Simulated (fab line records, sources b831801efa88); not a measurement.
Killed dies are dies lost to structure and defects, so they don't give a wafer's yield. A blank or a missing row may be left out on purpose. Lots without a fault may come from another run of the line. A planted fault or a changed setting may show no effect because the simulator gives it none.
fab line records | flow sky130
record lots=10 wafers=30 last_day=50
route steps=708 shown METAL3@566 METAL4@600 VIA4@651
lots that met no fault: from a run of the same line without faults
start_h: hours from the record's first day to the start of the lot's first wafer shown | wait_h: hours since the lot's step before | " the same as in the row above | L1.1+2: a row that stands for several wafers | - no value, or no start given | * or withheld: withheld | < > ~ a bound
route shown NAME@n: a module of which the file shows steps, and the number in the route of the first | usual: mean/standard deviation of fault-free wafers | same: alike in all rows | chamber/n: place in a boat | sites: the reading at each site | _std_site: their standard deviation | _edge_site: outer sites' mean less inner sites' | radius_mm: how far each site lies from the wafer's centre | mask NAME#n: copy n | behind: the tool/chamber that last shaped the wafer | hold: why the lot was held/for how many hours/how that ended | device: the transistor (n, p or np) that didn't switch | end of line: the same wafers' tests at the end of the route | a step without rows: its recipe alone | killed: dies lost to structure and defects at the first sort, not the wafer's yield | map: a wafer's dies, x killed, . not, _ none there
set.NAME: the setting as run; set.NAME@STEP: as run at that earlier step | model.NAME: the simulator's own value behind a step, which no gauge read
steps of the route over a sample of lots; a table a step, a row a wafer
services: from which hour (start_h, from the record's first day; less than 0 if before it) a tool's chamber was out of use, for how many hours, and why
## steps
# step SKY_METAL3_ETCH_16
# recipe chemistry=N2/H2 target=BARC ion_energy_ev=200 bias_w=100 pressure_mtorr=30 n2_flow_sccm=100 h2_flow_sccm=200 icp_w=500 stop_on=SiO2 time_s=88.2 target_depth_a=600
# usual drypump_motor_current_A=5.87/0.2 n2_flow_sccm=99.98/0.29 oes_product_au=0.626/0.0049 throttle_valve_pct=13.204/0.0096
# columns lot.wafer tool chamber start_h wait_h drypump_motor_current_A n2_flow_sccm oes_product_au rf_hours_counter_h throttle_valve_pct
L567.1 rie_metal-02 0 922.89 0.0 5.90 100.43 0.629 1 13.208
L567.2 " 1 " " 5.96 100.06 0.628 10 13.187
L567.6 " 0 " " 5.90 100.33 0.621 - 13.213
L568.2 rie_metal-03 1 925.78 0.0 5.62 99.49 0.622 9 13.208
L568.4 " 1 " " 5.61 100.09 0.624 - 13.210
L568.6 " 1 " " 5.59 99.70 0.627 - 13.207
L572.1 rie_metal-01 1 955.86 0.0 6.00 99.88 0.627 13 13.202
L572.4 " 1 " " 6.01 100.18 0.630 - 13.229
L572.5 " 0 " " 6.24 99.68 0.626 - 13.218
L571.1 rie_metal-03 0 956.94 0.0 5.62 99.92 0.628 16 13.194
L571.3 " 0 " " 5.58 100.08 0.628 - 13.212
L571.6 " 1 " " 5.62 99.82 0.623 - 13.216
L573.1 rie_metal-02 1 959.99 0.0 5.97 100.36 0.622 12 13.207
L573.2 " 0 " " 5.88 100.05 0.625 3 13.205
L573.4 " 1 " " 5.95 100.29 0.625 - 13.223
L574.3 rie_metal-01 1 965.37 0.0 6.11 100.28 0.626 - 13.207
L574.5 " 1 " " 6.09 100.16 0.627 - 13.192
L574.6 " 0 " " 6.22 99.97 0.624 - 13.209
L577.1 rie_metal-01 1 984.89 0.1 6.05 99.59 0.620 15 13.204
L577.4 " 1 " " 6.09 99.29 0.623 - 13.192
L577.6 " 1 " " 6.06 99.89 0.627 - 13.192
L583.1 rie_metal-02 1 1026.16 0.0 5.95 100.43 0.629 15 13.229
L583.3 " 1 " " 5.97 99.96 0.633 - 13.205
L583.4 " 0 " " 5.90 99.87 0.630 - 13.206
L585.3 rie_metal-03 1 1033.87 0.0 5.64 100.24 0.618 - 13.210
L585.4 " 0 " " 5.61 99.65 0.618 - 13.197
L585.6 " 1 " " 5.63 99.23 0.623 - 13.210
L587.1 rie_metal-02 1 1046.82 0.0 5.96 100.21 0.625 17 13.206
L587.2 " 0 " " 5.88 100.18 0.630 8 13.195
L587.5 " 1 " " 5.95 100.77 0.627 - 13.188
# step SKY_METAL4_SPUTTER_02
# recipe material=AlCu target_thk_nm=735 power_w=10600 time_s=39.1 chamber_pressure_pa=0.4
# usual throttle_valve_pct=30.1/0.72
# columns lot.wafer tool chamber start_h wait_h throttle_valve_pct
L567.1 pvd_sputter-03 - 950.70 0.0 30.5
L567.2 " - " " 30.7
L567.6 " - " " 30.5
L568.2 pvd_sputter-03 - 953.26 0.0 30.9
L568.4 " - " " 30.5
L568.6 " - " " 30.3
L572.1 pvd_sputter-01 - 982.97 0.0 29.6
L572.4 " - " " 28.7
L572.5 " - " " 30.6
L571.1 pvd_sputter-01 - 984.70 0.0 28.8
L571.3 " - " " 31.0
L571.6 " - " " 29.0
L573.1 pvd_sputter-01 - 987.11 0.0 29.4
L573.2 " - " " 30.6
L573.4 " - " " 31.1
L574.3 pvd_sputter-01 - 993.00 0.0 29.2
L574.5 " - " " 29.1
L574.6 " - " " 31.0
L577.1 pvd_sputter-03 - 1011.58 0.0 30.5
L577.4 " - " " 30.6
L577.6 " - " " 30.4
L583.1 pvd_sputter-02 - 1051.21 0.0 28.6
L583.3 " - " " 30.2
L583.4 " - " " 30.3
L585.3 pvd_sputter-02 - 1059.05 0.0 28.8
L585.4 " - " " 30.5
L585.6 " - " " 29.9
L587.1 pvd_sputter-02 - 1070.92 0.0 29.6
L587.2 " - " " 30.4
L587.5 " - " " 29.9
# step SKY_METAL4_METAL_ETCH_18
# recipe target_depth_a=8450 stop_on=SiO2 over_etch_frac=0.3 time_s=183.1 chemistry=Cl2/BCl3 resist_sidewall_deg=88 pressure_mtorr=10 icp_w=900 bias_w=48.5 Cl2_flow_sccm=60 bcl3_flow_sccm=30
# usual drypump_motor_current_A=5.98/0.3 mfc_cl2_sccm=60.00/0.19 oes_product_au=0.865/0.0063 throttle_valve_pct=22.264/0.0093
# columns lot.wafer tool chamber start_h wait_h drypump_motor_current_A mfc_cl2_sccm oes_product_au rf_hours_counter_h throttle_valve_pct
L567.1 rie_metal-01 1 999.63 0.0 6.04 59.70 0.865 16 22.256
L567.2 " 0 " " 6.19 59.85 0.869 8 22.258
L567.6 " 0 " " 6.18 59.80 0.868 - 22.266
L568.2 rie_metal-01 0 1001.84 0.0 6.21 60.24 0.862 8 22.262
L568.4 " 0 " " 6.21 60.29 0.871 - 22.273
L568.6 " 1 " " 6.05 60.06 0.866 - 22.255
L572.1 rie_metal-01 1 1030.75 0.0 6.03 60.13 0.867 18 22.271
L572.4 " 0 " " 6.19 59.97 0.861 - 22.276
L572.5 " 0 " " 6.18 59.82 0.854 - 22.266
L571.1 rie_metal-02 1 1031.75 0.0 5.93 59.93 0.868 16 22.257
L571.3 " 1 " " 5.95 59.91 0.864 - 22.260
L571.6 " 1 " " 5.93 60.31 0.858 - 22.264
L573.1 rie_metal-04 1 1034.68 0.0 6.34 59.89 0.861 13 22.262
L573.2 " 0 " " 5.38 59.82 0.631 11 22.276
L573.4 " 1 " " 6.33 59.69 0.854 - 22.255
L574.3 rie_metal-01 0 1039.30 0.1 6.23 59.90 0.632 - 22.278
L574.5 " 0 " " 6.22 60.06 0.863 - 22.266
L574.6 " 1 " " 6.05 59.86 0.856 - 22.273
L577.1 rie_metal-04 0 1057.78 0.0 5.38 60.23 0.869 13 22.264
L577.4 " 1 " " 6.37 60.31 0.863 - 22.259
L577.6 " 0 " " 5.38 60.12 0.860 - 22.270
L583.1 rie_metal-01 1 1094.00 0.0 6.02 60.08 0.857 22 22.251
L583.3 " 1 " " 6.02 60.27 0.854 - 22.266
L583.4 " 0 " " 6.22 59.88 0.863 - 22.272
L585.3 rie_metal-02 0 1102.21 0.1 5.88 60.11 0.870 - 22.274
L585.4 " 1 " " 5.92 59.94 0.873 - 22.275
L585.6 " 1 " " 5.98 60.07 0.865 - 22.260
L587.1 rie_metal-04 0 1113.10 0.0 5.40 60.04 0.864 16 22.270
L587.2 " 1 " " 6.37 60.24 0.861 18 22.265
L587.5 " 1 " " 6.32 60.13 0.867 - 22.276
# step SKY_VIA4_ETCH_12
# recipe target=SiO2 chemistry=C4F8/O2/Ar stop_on=TiN mask_material=NOVOLAK source_w=1500 bias_w=1200 pressure_mtorr=40 c4f8_flow_sccm=withheld O2_flow_sccm=6 Ar_flow_sccm=300 time_s=withheld target_depth_a=5800
# usual oes_product_au=0.925/0.005
# columns lot.wafer tool chamber start_h wait_h oes_product_au
L567.1 rie_diel-02 1 1024.48 0.0 0.928
L567.2 " 2 " " 0.927
L567.6 " 2 " " 0.923
L568.2 rie_diel-04 0 1025.66 0.0 0.927
L568.4 " 3 " " 0.924
L568.6 " 0 " " 0.927
L572.1 rie_diel-04 2 1054.39 0.0 0.926
L572.4 " 0 " " 0.925
L572.5 " 0 " " 0.926
L571.1 rie_diel-01 1 1055.04 0.0 0.913
L571.3 " 3 " " 0.918
L571.6 " 0 " " 0.925
L573.1 rie_diel-01 2 1057.39 0.0 0.927
L573.2 " 1 " " 0.919
L573.4 " 3 " " 0.922
L574.3 rie_diel-01 3 1061.69 0.0 0.921
L574.5 " 3 " " 0.935
L574.6 " 2 " " 0.929
L577.1 rie_diel-04 2 1080.23 0.0 0.928
L577.4 " 1 " " 0.930
L577.6 " 2 " " 0.930
L583.1 rie_diel-01 1 1115.66 0.0 0.918
L583.3 " 0 " " 0.922
L583.4 " 3 " " 0.925
L585.3 rie_diel-04 0 1123.74 0.0 0.924
L585.4 " 3 " " 0.925
L585.6 " 0 " " 0.922
L587.1 rie_diel-01 0 1133.68 0.0 0.926
L587.2 " 2 " " 0.923
L587.5 " 0 " " 0.928
# step SKY_VIA4_STRIP_13
# recipe chemistry=O2/N2 power_w=1400 pressure_mtorr=1500 platen_temp_c=withheld o2_flow_sccm=3000 n2_flow_sccm=300 overash_fraction=0.5
# usual drypump_motor_current_A=5.5/0.34 n2_flow_sccm=299.8/0.97 oes_product_au=0.709/0.0046 strip_time_to_endpoint_s=12.801/0.027
# columns lot.wafer tool chamber start_h wait_h drypump_motor_current_A n2_flow_sccm oes_product_au rf_hours_counter_h strip_time_to_endpoint_s
L567.1 plasma_asher-04 0 1024.55 - 6.1 299.1 0.707 115 12.814
L567.2 " 1 " " 5.6 300.5 0.719 115 12.826
L567.6 " 1 " " 5.7 300.5 0.708 - 12.818
L568.2 plasma_asher-01 0 1025.73 - 5.2 298.8 0.703 61 12.849
L568.4 " 1 " " 5.5 299.5 0.714 - 12.788
L568.6 " 1 " " 5.6 299.5 0.710 - 12.801
L572.1 plasma_asher-04 0 1054.46 - 6.2 298.8 0.707 118 12.743
L572.4 " 0 " " 6.2 298.8 0.699 - 12.779
L572.5 " 1 " " 5.7 299.1 0.716 - 12.773
L571.1 plasma_asher-02 0 1055.11 - 5.6 300.7 0.706 29 12.754
L571.3 " 0 " " 5.6 299.9 0.714 - 12.780
L571.6 " 0 " " 5.7 300.6 0.708 - 12.809
L573.1 plasma_asher-02 0 1057.46 - 5.6 300.2 0.704 30 12.817
L573.2 " 1 " " 5.1 299.0 0.699 30 12.815
L573.4 " 0 " " 5.6 300.8 0.711 - 12.784
L574.3 plasma_asher-02 1 1061.79 - 5.1 301.1 0.708 - 12.820
L574.5 " 1 " " 5.1 301.2 0.706 - 12.768
L574.6 " 0 " " 5.6 298.6 0.713 - 12.828
L577.1 plasma_asher-02 1 1080.30 - 5.1 300.0 0.704 33 12.823
L577.4 " 0 " " 5.6 301.4 0.711 - 12.838
L577.6 " 1 " " 5.1 300.6 0.701 - 12.791
L583.1 plasma_asher-01 0 1115.73 - 5.2 300.0 0.704 68 12.841
L583.3 " 1 " " 5.6 301.2 0.715 - 12.798
L583.4 " 0 " " 5.1 299.8 0.717 - 12.771
L585.3 plasma_asher-01 0 1123.84 - 5.2 301.3 0.708 - 12.816
L585.4 " 1 " " 5.6 301.1 0.713 - 12.785
L585.6 " 1 " " 5.6 301.4 0.708 - 12.827
L587.1 plasma_asher-02 0 1133.75 - 5.7 299.2 0.712 37 12.784
L587.2 " 1 " " 5.2 300.4 0.701 37 12.823
L587.5 " 0 " " 5.7 301.1 0.714 - 12.814
## services
# columns tool chamber start_h hours kind
rie_metal-01 1 916.12 7.5 repair
rie_diel-04 1 916.97 7.2 repair
rie_metal-03 1 933.70 7.2 repair
rie_metal-03 - 937.68 2.8 pm
pvd_sputter-03 - 943.03 1.7 repair
plasma_asher-02 - 958.20 0.5 repair
rie_diel-01 - 961.77 0.5 repair
rie_metal-02 1 969.27 1.8 repair
rie_metal-01 0 975.50 15.0 repair
rie_metal-03 1 980.39 20.4 repair
rie_metal-01 - 981.97 2.8 pm
pvd_sputter-02 - 982.11 11.9 repair
pvd_sputter-03 - 994.44 5.8 repair
pvd_sputter-03 - 995.29 14.7 repair
plasma_asher-02 - 996.90 28.1 pm
rie_metal-04 - 1003.65 1.4 pm
rie_diel-04 - 1025.73 2.8 pm
plasma_asher-01 - 1056.79 20.1 repair
rie_metal-03 - 1081.76 0.7 repair
plasma_asher-02 - 1082.03 0.9 repair
pvd_sputter-02 - 1084.25 1.9 repair
pvd_sputter-01 - 1097.50 1.3 repair
rie_diel-04 1 1113.26 13.3 repair
rie_metal-03 1 1123.01 1.9 repair
## key
first_sign step=SKY_METAL4_METAL_ETCH_18 reading=oes_product_au direction=down sigmas=37 usual=0.865 struck=0.632
effect none on later readings
met_at SKY_METAL4_SPUTTER_02
struck_lots L573,L574
struck_wafers L573.2,L574.3
not_acting_at SKY_METAL3_ETCH_16,SKY_VIA4_ETCH_12,SKY_VIA4_STRIP_13
onset_between 984.70 987.11
fault kind=process_parameter_drift tool=pvd_sputter-01 chamber=- onset_h=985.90 steps=SKY_METAL4_SPUTTER_02 channel=target_thk_nm offset=-406.07 shape=step end_h=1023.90 scope=struck_wafers_only acts_in=these_recipes_only stated=735
